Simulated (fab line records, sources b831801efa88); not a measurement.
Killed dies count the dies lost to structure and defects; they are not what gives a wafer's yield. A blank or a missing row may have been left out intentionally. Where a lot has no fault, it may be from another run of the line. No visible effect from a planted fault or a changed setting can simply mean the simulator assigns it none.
Which of the tools did it? :: flow sky130 :: at 1 step of a route of 708, 11 lots with 33 wafers sampled

## WHAT THE GAUGES SHOWED, per wafer
SKY_GATE_OXIDE_OVL_MEAS_10.
lot: L319
measured: day 13 13:01
on: overlay-01
GATE_OXIDE_OVL (nm): 1.6 0.0 0.7

lot: L320
measured: day 14 00:08
on: overlay-02
GATE_OXIDE_OVL (nm): -4.2 -4.6 -2.8

lot: L322
measured: day 14 07:50
on: overlay-01
GATE_OXIDE_OVL (nm): 2.8 0.5 1.7

lot: L330
measured: day 17 10:26
on: overlay-01
GATE_OXIDE_OVL (nm): 1.0 2.3 1.2

lot: L333
measured: day 19 09:00
on: overlay-02
GATE_OXIDE_OVL (nm): -1.1 -1.1 -0.4

lot: L336
measured: day 19 20:04
on: overlay-01
GATE_OXIDE_OVL (nm): 3.4 3.6 2.6

lot: L338
measured: day 20 09:33
on: overlay-01
GATE_OXIDE_OVL (nm): -0.5 0.5 1.2

lot: L339
measured: day 20 20:38
on: overlay-01
GATE_OXIDE_OVL (nm): 0.3 0.9 0.3

lot: L340
measured: day 20 22:05
on: overlay-02
GATE_OXIDE_OVL (nm): -3.1 -2.9 -1.4

lot: L341
measured: day 21 09:06
on: overlay-02
GATE_OXIDE_OVL (nm): 0.4 0.6 -0.2

lot: L342
measured: day 21 19:43
on: overlay-01
GATE_OXIDE_OVL (nm): 2.9 3.0 1.6

## WHAT TOOL EACH LOT RAN ON (gives the tool, then ch and the chambers of the sampled wafers, and finally the start)
Before these readings, the record contains no process step.

## THE ANSWER, worked out from the rows above alone
Rule: the usual values come from the lots themselves. The widest of any qualifying gaps counts: lots, ordered by their means at a reading, are off when they make up no more than a third of the lots, leave a main group of 4 or more, and stand apart from it by 3 or more times the standard deviation of that group's means. If all means in a main group match to the digits the tables above print for the reading, that group is not used. A lot without any number at a reading at which 4 lots or more have one is off too. The other lots that the step has rows for count as sound.
None of the lots is off at any reading shown; this tells nothing.

## WHAT HAD BEEN PUT IN BY THE SIMULATOR
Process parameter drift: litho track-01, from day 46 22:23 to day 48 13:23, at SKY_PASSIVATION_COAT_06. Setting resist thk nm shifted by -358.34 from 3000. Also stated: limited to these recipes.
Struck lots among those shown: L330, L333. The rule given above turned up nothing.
